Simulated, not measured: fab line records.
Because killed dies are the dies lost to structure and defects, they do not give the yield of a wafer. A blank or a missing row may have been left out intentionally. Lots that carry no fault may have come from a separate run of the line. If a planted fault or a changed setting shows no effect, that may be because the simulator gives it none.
Comparing a struck lot with a sound one	flow sfq-line	14 out of 325 route steps
Sound: the wafers L447.3, L447.4, L447.5. Struck: wafer L457.1. (L457.2, L457.4 of the same lot were not struck and are left out.) The cause comes at the end.
Per side, at each step with rows, come the tool, then ch with its chambers, and then its first start. Under that, the readings that differ: sound wafers	struck wafers	difference of the means	sigmas: that difference in standard deviations of wafers without a fault.
alike: same words and numbers on both sides, and readings whose means sit less than 2 such deviations apart. not compared: any withheld reading, any reading some wafer has no value for, any bound like >300 that may hide the same value, and any number with overlapping values for which the record gives no deviation.
The two part at a step that has a row with sigmas, a row that says differs or no value, or rows on one side only. Numbers that don't overlap but have no deviation are shown without sigmas and don't part them. A reading missing from all wafers of one side parts the sides only when that side holds two or more wafers.

SFQ_INCOMING_BOW_MEAS_900:
  struck on film-metro-04, day 4 13:00; sound on film-metro-04, day 2 11:02
  alike: INCOMING_BOW
then, 1 step without rows for these wafers: SFQ_TRILAYER_INCOMING_OXIDATION_002 (target thk 500 nm, ox time 4939 s).
SFQ_TRILAYER_L0_DEP_SPUTTER_003: material MoNx KI, target thk 40 nm, time 100 s.
  struck on pvd-sputter-03, day 4 15:29; sound on pvd-sputter-03, day 2 13:29
  alike: throttle-valve-pct
SFQ_L0_RS_MEAS_901: uses a four-point probe to measure.
  struck on film-metro-04, day 4 15:34; sound on film-metro-01, day 2 13:36
  alike: L0_MONX_KI_RS
SFQ_L0_THK_MEAS_902: measures by xrf.
  struck on film-metro-04, day 4 15:41; sound on film-metro-01, day 2 13:42
  alike: L0_MONX_KI_THK
then, 6 steps without rows for these wafers: SFQ_TRILAYER_L0_LITHO_COAT_010 (resist thk 62 nm); SFQ_TRILAYER_L0_LITHO_COAT_005 (resist thk 600 nm); SFQ_TRILAYER_L0_LITHO_SOFTBAKE_009; SFQ_TRILAYER_L0_LITHO_EXPOSE_006 (exposes mask L0, target cd 2000 nm); SFQ_TRILAYER_L0_LITHO_PEB_008 (peb time 60 s); SFQ_TRILAYER_L0_LITHO_DEVELOP_007 (time 60 s).
-- the record jumps here: 3 days lie between the struck wafers' starts before and after --
SFQ_TRILAYER_L0_BARC_OPEN_METAL_ETCH_010: etches BARC in O2, target depth 125 nm, time 41.7 s.
  sound on rie-metal-02 ch 0,1, day 5 16:29; struck on rie-metal-04 ch 1, day 7 20:32
reading	sound	struck	difference	sigmas
oes-product-au (a.u.)	0.688 0.689 0.684	0.758	+0.071	+17
rf-hours-counter-h (h)	- - -	23	no value on the sound wafers	
run-length-s (s)	69.84 69.95 70.09	64.12	-5.84	-19
model.KrF_of_TRILAYER_L0_LITHO_COAT_005.thk-nm (nm)	522.8 524.8 523.7	527.2	+3.4	
  alike: drypump-motor-current-A
  not compared: bias-w
SFQ_TRILAYER_L0_ETCH_METAL_ETCH_008: etches MoNx KI in SF6/O2, stops on SiO2, target depth 50 nm, time 25 s.
  sound on rie-metal-02 ch 0,1, day 5 16:32; struck on rie-metal-04 ch 1, day 7 20:36
reading	sound	struck	difference	sigmas
bias-w (W)	80.50 79.80 80.41	79.63	-0.61	-3
rf-hours-counter-h (h)	- - -	23	no value on the sound wafers	
run-length-s (s)	53.48 53.63 53.78	52.67	-0.96	-3
model.KrF_of_TRILAYER_L0_LITHO_COAT_005.thk-nm (nm)	481.1 483.3 482.3	485.6	+3.4	
  alike: drypump-motor-current-A, oes-product-au
SFQ_TRILAYER_L0_STRIP_STRIP_009: strips in O2.
  sound on rie-metal-02 ch 0,1, day 5 16:46; struck on rie-metal-04 ch 1, day 7 20:38
reading	sound	struck	difference	sigmas
rf-hours-counter-h (h)	- - -	23	no value on the sound wafers	
  alike: drypump-motor-current-A, oes-product-au

WHERE THEY PART
Earliest at SFQ_TRILAYER_L0_BARC_OPEN_METAL_ETCH_010; latest, in this record, at SFQ_TRILAYER_L0_STRIP_STRIP_009.

WHY: the cause the simulator had injected
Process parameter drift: rie-metal-04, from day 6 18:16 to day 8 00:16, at SFQ_TRILAYER_L0_BARC_OPEN_METAL_ETCH_010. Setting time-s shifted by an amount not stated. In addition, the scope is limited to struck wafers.
